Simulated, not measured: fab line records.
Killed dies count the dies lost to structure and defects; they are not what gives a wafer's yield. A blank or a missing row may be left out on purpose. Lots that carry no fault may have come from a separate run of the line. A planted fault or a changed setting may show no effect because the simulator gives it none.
Which tool was responsible? :: flow sfq_line :: 7 lots (21 wafers sampled), 1 step of a 325-step route

## WHAT THE GAUGES SHOWED, per wafer
SFQ_INCOMING_BOW_MEAS_900.
lot: L802
measured: day 1 15:02
on: film_metro-01
INCOMING_BOW (um): 3 -1 2

lot: L804
measured: day 2 01:00
on: film_metro-03
INCOMING_BOW (um): 4 -6 -4

lot: L807
measured: day 2 16:04
on: film_metro-03
INCOMING_BOW (um): -2 12 4

lot: L814
measured: day 4 03:01
on: film_metro-02
INCOMING_BOW (um): 5 2 1

lot: L816
measured: day 4 13:01
on: film_metro-02
INCOMING_BOW (um): -12 -8 -4

lot: L819
measured: day 5 04:02
on: film_metro-01
INCOMING_BOW (um): -4 -10 7

lot: L823
measured: day 6 00:00
on: film_metro-02
INCOMING_BOW (um): -8 7 1

## WHAT TOOL EACH LOT RAN ON (gives the tool, then ch and the chambers of the sampled wafers, and finally the start)
The record holds no process step before these readings.

## THE ANSWER, worked out from the rows above alone
Rule: the usual values come from the lots themselves. Put in order of their means at a reading, lots are off if they are a third of the lots or fewer, leave a main group of 4 or more, and stand apart from it by a gap of 3 or more times the standard deviation of the main group's means; of several such gaps the widest counts. If all means in a main group match to the digits the tables above print for the reading, that group is not used. Also off: a lot with no number at a reading for which 4 or more lots have one. Where the step has rows for the other lots, those lots are counted as sound.
Across all readings shown, no lot is off: no conclusion can be drawn from this.

## WHAT THE SIMULATOR HAD INSERTED
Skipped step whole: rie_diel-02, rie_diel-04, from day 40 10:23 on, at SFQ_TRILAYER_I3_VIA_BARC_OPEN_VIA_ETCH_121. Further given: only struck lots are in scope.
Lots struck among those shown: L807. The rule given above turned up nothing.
